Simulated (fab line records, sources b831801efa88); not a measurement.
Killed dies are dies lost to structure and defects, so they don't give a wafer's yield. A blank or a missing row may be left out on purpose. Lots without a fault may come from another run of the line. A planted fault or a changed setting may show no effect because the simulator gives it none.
Which tool did it? | flow gf180mcu | 11 lots, 33 wafers sampled, at 3 steps of a route of 602

WHAT THE GAUGES READ, wafer by wafer
GF_TOP_METAL_CD_MEAS_14: target cd 440 nm.
lot  | measured     | on        | cd_nm (nm)
L296 | day 28 12:05 | cd_sem-02 | 439.6 438.8 441.5
L297 | day 29 01:40 | cd_sem-02 | 442.6 442.3 441.5
L299 | day 29 05:20 | cd_sem-02 | 440.0 438.3 438.9
L301 | day 30 00:16 | cd_sem-02 | 436.1 435.2 436.6
L304 | day 30 20:28 | cd_sem-02 | 442.7 440.3 441.0
L311 | day 32 14:30 | cd_sem-02 | 440.9 437.6 440.7
L312 | day 32 22:02 | cd_sem-01 | 441.1 440.5 439.7
L315 | day 33 18:14 | cd_sem-01 | 440.7 440.6 440.0
L317 | day 34 02:53 | cd_sem-01 | 443.5 442.6 442.6
L316 | day 34 03:16 | cd_sem-01 | 436.0 438.2 436.2
L318 | day 34 07:05 | cd_sem-01 | 440.3 438.8 441.2

WHICH TOOL RAN EACH LOT (tool, then ch and the chambers of the sampled wafers, then the start)
lot  | GF_V5_ETCH_16                      | GF_V5_SPUTTER_21
L296 | rie_diel-02 ch 1,2, day 27 14:22   | pvd_sputter-02, day 27 15:04
L297 | rie_diel-04 ch 0,1,3, day 28 04:12 | pvd_sputter-04, day 28 04:53
L299 | rie_diel-03 ch 0,2,3, day 28 09:09 | pvd_sputter-04, day 28 09:50
L301 | rie_diel-03 ch 1,2, day 29 03:58   | pvd_sputter-04, day 29 04:40
L304 | rie_diel-04 ch 0,2,3, day 30 00:37 | pvd_sputter-02, day 30 01:23
L311 | rie_diel-02 ch 0,3, day 31 20:48   | pvd_sputter-02, day 31 21:29
L312 | rie_diel-04 ch 0,2,3, day 32 04:03 | pvd_sputter-02, day 32 04:49
L315 | rie_diel-03 ch 0,1, day 33 01:17   | pvd_sputter-01, day 33 02:04
L317 | rie_diel-02 ch 2,3, day 33 09:29   | pvd_sputter-02, day 33 10:37
L316 | rie_diel-03 ch 0,1, day 33 10:13   | pvd_sputter-01, day 33 11:02
L318 | rie_diel-03 ch 2,3, day 33 14:23   | pvd_sputter-04, day 33 15:05
- GF_V5_ETCH_16: etches BARC in N2/H2.
- GF_V5_SPUTTER_21: material Ti, target thk 15 nm, time 80.02 s.

THE ANSWER, worked out from the rows above alone
Rule: what is usual is taken from the lots themselves. Put in order of their means at a reading, lots are off if they are a third of the lots or fewer, leave a main group of 4 or more, and stand apart from it by a gap of 3 or more times the standard deviation of the main group's means; of several such gaps the widest counts. A main group whose means are all the same, to the digits that the tables above print for the reading, isn't used. A lot without any number at a reading at which 4 lots or more have one is off too. The other lots that the step has rows for count as sound.
No lot is off at any reading shown: from this, nothing can be told.

WHAT THE SIMULATOR HAD PUT IN
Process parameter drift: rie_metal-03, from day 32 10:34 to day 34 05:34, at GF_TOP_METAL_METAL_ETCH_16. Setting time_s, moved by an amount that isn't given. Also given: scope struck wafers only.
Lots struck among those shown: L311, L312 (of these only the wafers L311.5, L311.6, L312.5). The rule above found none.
